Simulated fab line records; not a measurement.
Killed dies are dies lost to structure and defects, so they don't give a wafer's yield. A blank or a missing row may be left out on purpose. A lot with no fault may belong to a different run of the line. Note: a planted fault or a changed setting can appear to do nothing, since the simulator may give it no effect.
Problem report, 8D (eight disciplines) form, completed by code :: flow sky130 :: the parts of the form that need people (team, actions taken, sign-off) are left out

== 1. THE PROBLEM ==
Mean VIA3_W_RS at SKY_VIA3_RS_MEAS_22: 0.245 ohm/sq over 4 wafers in 2 lots; fault-free wafers: 0.295 ohm/sq, standard deviation 0.0038. That puts it -13 standard deviations away from the usual mean.
The step: measures by four-point-probe.
Earliest sighting: wafer L638.2 on film-metro-01 at day 42 05:37. The record has a number at this step for 30 wafers belonging to 10 lots. The rule behind "out" and "out of limits": a value lying over 4 standard deviations away from the usual mean. The rest of the wafers with a number are treated as sound.

== 2. WHAT IT IS, AND WHAT IT ISN'T ==
question: which readings at this step
is: VIA3_W_RS
is not: -

question: which lots
is: L638, L640
is not: L629, L630, L642, L644, L645, L648, L650, L652

question: which wafers of those lots
is: L638.2, L638.6, L640.3, L640.5
is not: L638.4, L640.2

question: read on which gauges
is: film-metro-01, film-metro-03
is not: film-metro-04

question: when
is: from day 42 05:37
is not: up to then (7 sound wafers); but 19 sound wafers of L640, L642, L644, L645, L648, L650, L652 came after

== 3. THE SUSPECTS, EACH WITH WHAT RULES IT OUT ==
Counting: a tool at a process step up to the reading stays a suspect if it ran every lot that is out. Sound lots after the first of them don't rule it out here, since some wafers of a struck lot are sound.
- the gauge at SKY_VIA3_RS_MEAS_22 has been ruled out. 2 gauges (film-metro-01, film-metro-03) read the wafers that are out.
- plasma-asher-04 at SKY_CAPM_STRIP_14 (strips in O2/N2): kept. It ran every lot that is out, first L638 (day 40 01:14).
- cvd-w-01 at SKY_VIA3_CVD_21 (deposits W, target thk 390 nm, time 117.31 s): kept. It ran every lot that is out, first L638 (day 42 05:29).
- The sound lot-mates ran in chamber 0 of cvd-w-01 at SKY_VIA3_CVD_21, but the wafers that are out ran in chamber 1.
Left after counting: plasma-asher-04 at SKY_CAPM_STRIP_14, cvd-w-01 at SKY_VIA3_CVD_21.

== 4. THE CAUSE (what the simulator had put in) ==
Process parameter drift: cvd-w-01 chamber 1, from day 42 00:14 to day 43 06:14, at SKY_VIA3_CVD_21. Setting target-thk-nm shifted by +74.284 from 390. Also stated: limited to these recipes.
Counting left 2 suspects, and this tool is among them.

== 5. THE CHAIN OF EFFECTS, in route order ==
Rows list readings where the struck wafers' mean (over those with a number) sits beyond 3 standard deviations from the usual. Only readings whose record carries a usual standard deviation are examined. hours: median over the lots of the time between each lot's start at the first step of this table that gives one and its start at this step. sigmas: the change, counted in usual standard deviations.
hours: 0
step: SKY_VIA3_RS_MEAS_22
reading: VIA3_W_RS
usual: 0.295 ohm/sq
on struck wafers: 0.245
change: -0.050
sigmas: -13

hours: 7
step: SKY_VIA3_THK_MEAS_23
reading: VIA3_W_THK
usual: 403 nm
on struck wafers: 478
change: +75
sigmas: +8.6

hours: 10
step: SKY_VIA3_CMP_24
reading: time-to-endpoint-s
usual: 95 s
on struck wafers: 117
change: +22
sigmas: +4.9
The process steps in it:
- SKY_VIA3_CMP_24: polishes, stops on SiO2, t overpolish 20 s, target thk 0 nm.
At these later measuring or inspecting steps, every struck wafer for which the step has a row has a number for every such reading, and none has moved that far: SKY_CAP2M_OVL_MEAS_12.

== 6. HOW IT WOULD HAVE BEEN CAUGHT EARLIER ==
In this record the first reading out of limits at a measuring or inspecting step was taken at day 42 05:37, 5 hours after the fault began at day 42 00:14.
No tool reading at SKY_VIA3_CVD_21 that has a usual standard deviation in the record was out on any struck wafer, so an alarm limit of 4 standard deviations on those readings would not have fired.
Among the 2 lots that are out, L640 began SKY_VIA3_CVD_21 on cvd-w-01 after day 42 05:37. A hold on the tool at that time would have spared it.
